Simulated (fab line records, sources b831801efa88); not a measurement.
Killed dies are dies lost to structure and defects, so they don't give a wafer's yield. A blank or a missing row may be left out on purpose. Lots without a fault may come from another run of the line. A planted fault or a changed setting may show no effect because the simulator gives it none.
Which tool did it? | flow sky130 | 24 lots, 72 wafers sampled, at 4 steps of a route of 708

WHAT THE GAUGES READ, wafer by wafer
SKY_VIA1_OVL_MEAS_13.
lot  | measured     | on         | VIA1_OVL (nm)
L074 | day 33 15:11 | overlay-01 | 6 0 -8
L075 | day 34 00:22 | overlay-01 | 7 2 4
L076 | day 34 06:25 | overlay-02 | -10 -4 -6
L077 | day 34 14:08 | overlay-02 | 5 -6 -3
L078 | day 35 00:10 | overlay-02 | 4 3 5
L079 | day 35 16:56 | overlay-01 | 4 1 1
L082 | day 36 17:38 | overlay-01 | -1 -2 -1
L080 | day 36 18:01 | overlay-02 | 1 -1 3
L081 | day 36 21:46 | overlay-02 | 9 11 8
L083 | day 37 00:11 | overlay-01 | -6 -3 -8
L084 | day 37 07:27 | overlay-02 | 3 7 6
L085 | day 37 14:55 | overlay-02 | 0 7 0
L086 | day 38 00:04 | overlay-02 | -5 -9 -4
L087 | day 38 01:13 | overlay-02 | -1 -7 2
L088 | day 38 14:01 | overlay-01 | 1 0 1
L089 | day 38 22:01 | overlay-01 | -1 -2 4
L090 | day 39 00:29 | overlay-01 | -9 -9 -9
L091 | day 39 09:46 | overlay-01 | 4 0 13
L092 | day 39 20:16 | overlay-01 | 5 -4 -4
L093 | day 40 02:49 | overlay-02 | 5 9 -3
L094 | day 40 11:48 | overlay-02 | -5 -5 -5
L095 | day 40 15:03 | overlay-01 | -7 -6 1
L096 | day 40 16:11 | overlay-01 | 1 0 0
L097 | day 40 18:47 | overlay-02 | 0 -3 6

SKY_VIA4_OVL_MEAS_11.
lot  | measured     | on         | VIA4_OVL (nm)
L074 | day 42 12:17 | overlay-01 | -0.4 1.0 -1.8
L075 | day 42 17:46 | overlay-01 | 0.1 -2.0 0.0
L076 | day 43 02:56 | overlay-02 | -0.6 -0.4 0.3
L077 | day 43 09:43 | overlay-02 | 1.0 0.0 -0.6
L078 | day 43 15:21 | overlay-01 | -1.0 -2.1 -2.3
L079 | day 44 05:47 | overlay-01 | -0.4 0.9 1.0
L082 | day 45 04:54 | overlay-01 | -0.5 0.8 0.2
L080 | day 45 05:22 | overlay-02 | -2.4 -1.2 -0.6
L081 | day 45 07:23 | overlay-02 | 0.3 -0.4 -0.2
L083 | day 45 09:47 | overlay-01 | -2.2 -1.0 -1.7
L084 | day 45 16:44 | overlay-01 | -1.0 -2.6 -0.7
L085 | day 45 22:35 | overlay-01 | -0.7 -1.7 -1.6
L086 | day 46 04:56 | overlay-01 | -1.1 -1.2 0.4
L087 | day 46 06:55 | overlay-02 | 1.3 1.1 -0.6
L088 | day 46 15:35 | overlay-01 | -2.6 -1.8 -3.6
L089 | day 46 22:11 | overlay-02 | 1.1 -0.2 0.1
L090 | day 47 00:35 | overlay-02 | 0.0 -2.0 0.1
L091 | day 47 06:29 | overlay-02 | 1.0 -0.3 0.8
L092 | day 47 15:48 | overlay-02 | -1.1 -1.3 2.3
L093 | day 47 21:01 | overlay-02 | -1.4 1.2 -1.1
L094 | day 48 04:53 | overlay-01 | 0.8 -1.0 -0.6
L095 | day 48 09:44 | overlay-01 | -2.7 -1.9 -2.7
L096 | day 48 09:49 | overlay-01 | -4.0 -1.6 -2.8
L097 | day 48 11:08 | overlay-01 | 0.1 -0.2 -0.8

WHICH TOOL RAN EACH LOT (tool, then ch and the chambers of the sampled wafers, then the start)
lot  | SKY_CONTACT_ETCH_18                           | SKY_VIA1_ETCH_14
L074 | rie_diel-03 ch 2,3, day 33 15:11 or earlier   | rie_diel-03 ch 0,2, day 33 15:13
L075 | rie_diel-01 ch 0,1, day 34 00:22 or earlier   | rie_diel-02 ch 0,3, day 34 00:23
L076 | rie_diel-01 ch 0,2,3, day 34 06:25 or earlier | rie_diel-02 ch 0,1, day 34 06:26
L077 | rie_diel-03 ch 0,1, day 34 14:08 or earlier   | rie_diel-02 ch 0,1,3, day 34 14:10
L078 | rie_diel-04 ch 1,2,3, day 35 00:10 or earlier | rie_diel-01 ch 1,2,3, day 35 00:11
L079 | rie_diel-01 ch 0,1,2, day 35 16:56 or earlier | rie_diel-02 ch 0,3, day 35 16:58
L082 | rie_diel-04 ch 1,2,3, day 36 17:38 or earlier | rie_diel-02 ch 1,2, day 36 17:40
L080 | rie_diel-01 ch 0,2,3, day 36 18:01 or earlier | rie_diel-01 ch 2,3, day 36 18:02
L081 | rie_diel-03 ch 0,1,2, day 36 21:46 or earlier | rie_diel-03 ch 0,1,2, day 36 21:47
L083 | rie_diel-03 ch 0,2,3, day 37 00:11 or earlier | rie_diel-01 ch 0,2,3, day 37 00:13
L084 | rie_diel-03 ch 1,3, day 37 07:27 or earlier   | rie_diel-01 ch 0,2, day 37 07:29
L085 | rie_diel-01 ch 0,1,3, day 37 14:55 or earlier | rie_diel-02 ch 0,2,3, day 37 14:56
L086 | rie_diel-04 ch 1,2,3, day 38 00:04 or earlier | rie_diel-01 ch 0,1, day 38 00:05
L087 | rie_diel-01 ch 0,3, day 38 01:13 or earlier   | rie_diel-03 ch 1,2, day 38 01:14
L088 | rie_diel-01 ch 0,1,3, day 38 14:01 or earlier | rie_diel-02 ch 0,1,3, day 38 14:02
L089 | rie_diel-03 ch 1,2, day 38 22:01 or earlier   | rie_diel-01 ch 1,2,3, day 38 22:02
L090 | rie_diel-03 ch 0,1, day 39 00:29 or earlier   | rie_diel-02 ch 0,1,3, day 39 00:31
L091 | rie_diel-04 ch 2,3, day 39 09:46 or earlier   | rie_diel-01 ch 0,2,3, day 39 09:47
L092 | rie_diel-03 ch 1,2,3, day 39 20:16 or earlier | rie_diel-03 ch 0, day 39 20:17
L093 | rie_diel-04 ch 1,2,3, day 40 02:49 or earlier | rie_diel-01 ch 0,2, day 40 02:50
L094 | rie_diel-01 ch 0,2,3, day 40 11:48 or earlier | rie_diel-03 ch 0,3, day 40 11:50
L095 | rie_diel-04 ch 0,3, day 40 15:03 or earlier   | rie_diel-01 ch 0,2,3, day 40 15:05
L096 | rie_diel-03 ch 2,3, day 40 16:11 or earlier   | rie_diel-03 ch 0,2,3, day 40 16:13
L097 | rie_diel-03 ch 1,3, day 40 18:47 or earlier   | rie_diel-03 ch 2,3, day 40 18:49
- SKY_CONTACT_ETCH_18: etches Si3N4 in CHF3/O2, stops on TiN, time 39 s, target depth 75 nm.
- SKY_VIA1_ETCH_14: etches BARC in N2/H2, stops on SiO2, time 45.9 s, target depth 60 nm.

WHAT THE TOOLS THEMSELVES READ (means of the sampled wafers that have a number; where no wafer has one, the mark that the record gives instead)
SKY_CONTACT_ETCH_18.
lot  | tool        | drypump_motor_current_A (A) | oes_product_au (a.u.) | throttle_valve_pct (%)
L074 | rie_diel-03 | 5.9                         | 0.862                 | 8.795
L075 | rie_diel-01 | 5.9                         | 0.852                 | 8.791
L076 | rie_diel-01 | 5.9                         | 0.856                 | 8.787
L077 | rie_diel-03 | 5.6                         | 0.859                 | 8.788
L078 | rie_diel-04 | 5.9                         | 0.858                 | 8.791
L079 | rie_diel-01 | 5.6                         | 0.851                 | 8.791
L082 | rie_diel-04 | 5.9                         | 0.845                 | 8.793
L080 | rie_diel-01 | 6.0                         | 0.857                 | 8.785
L081 | rie_diel-03 | 5.9                         | 0.863                 | 8.792
L083 | rie_diel-03 | 6.0                         | 0.863                 | 8.800
L084 | rie_diel-03 | 5.2                         | 0.853                 | 8.789
L085 | rie_diel-01 | 5.9                         | 0.856                 | 8.800
L086 | rie_diel-04 | 6.0                         | 0.849                 | 8.795
L087 | rie_diel-01 | 6.2                         | 0.867                 | 8.790
L088 | rie_diel-01 | 5.9                         | 0.860                 | 8.787
L089 | rie_diel-03 | 5.6                         | 0.865                 | 8.789
L090 | rie_diel-03 | 5.3                         | 0.852                 | 8.788
L091 | rie_diel-04 | 6.0                         | 0.857                 | 8.791
L092 | rie_diel-03 | 5.8                         | 0.859                 | 8.796
L093 | rie_diel-04 | 5.9                         | 0.861                 | 8.795
L094 | rie_diel-01 | 6.0                         | 0.855                 | 8.799
L095 | rie_diel-04 | 5.9                         | 0.849                 | 8.798
L096 | rie_diel-03 | 6.3                         | 0.857                 | 8.803
L097 | rie_diel-03 | 5.2                         | 0.852                 | 8.791

SKY_VIA1_ETCH_14.
lot  | tool        | drypump_motor_current_A (A) | oes_product_au (a.u.) | throttle_valve_pct (%)
L074 | rie_diel-03 | 6.1                         | 0.855                 | 13.221
L075 | rie_diel-02 | 5.7                         | 0.849                 | 13.219
L076 | rie_diel-02 | 5.4                         | 0.854                 | 13.232
L077 | rie_diel-02 | 5.6                         | 0.856                 | 13.231
L078 | rie_diel-01 | 5.6                         | 0.854                 | 13.222
L079 | rie_diel-02 | 5.8                         | 0.855                 | 13.225
L082 | rie_diel-02 | 5.2                         | 0.853                 | 13.225
L080 | rie_diel-01 | 6.0                         | 0.852                 | 13.220
L081 | rie_diel-03 | 5.9                         | 0.848                 | 13.229
L083 | rie_diel-01 | 6.0                         | 0.857                 | 13.223
L084 | rie_diel-01 | 5.9                         | 0.853                 | 13.224
L085 | rie_diel-02 | 5.5                         | 0.852                 | 13.220
L086 | rie_diel-01 | 5.9                         | 0.856                 | 13.219
L087 | rie_diel-03 | 6.2                         | 0.851                 | 13.224
L088 | rie_diel-02 | 5.6                         | 0.853                 | 13.221
L089 | rie_diel-01 | 5.6                         | 0.852                 | 13.217
L090 | rie_diel-02 | 5.6                         | 0.856                 | 13.222
L091 | rie_diel-01 | 6.0                         | 0.851                 | 13.228
L092 | rie_diel-03 | 5.8                         | 0.851                 | 13.220
L093 | rie_diel-01 | 5.9                         | 0.854                 | 13.227
L094 | rie_diel-03 | 5.7                         | 0.858                 | 13.224
L095 | rie_diel-01 | 6.0                         | 0.849                 | 13.216
L096 | rie_diel-03 | 6.0                         | 0.850                 | 13.223
L097 | rie_diel-03 | 5.9                         | 0.847                 | 13.226

THE ANSWER, worked out from the rows above alone
Rule: what is usual is taken from the lots themselves. Put in order of their means at a reading, lots are off if they are a third of the lots or fewer, leave a main group of 4 or more, and stand apart from it by a gap of 3 or more times the standard deviation of the main group's means; of several such gaps the widest counts. A main group whose means are all the same, to the digits that the tables above print for the reading, isn't used. A lot without any number at a reading at which 4 lots or more have one is off too. The other lots that the step has rows for count as sound. The gauges are gone through in route order, then the tools' own readings, and for those a lot's mean is taken as printed above. The first step at which some lot is off is used, and at that step the reading that is off furthest; a lot without a number counts as furthest.
No lot is off at any reading shown: from this, nothing can be told.

WHAT THE SIMULATOR HAD PUT IN
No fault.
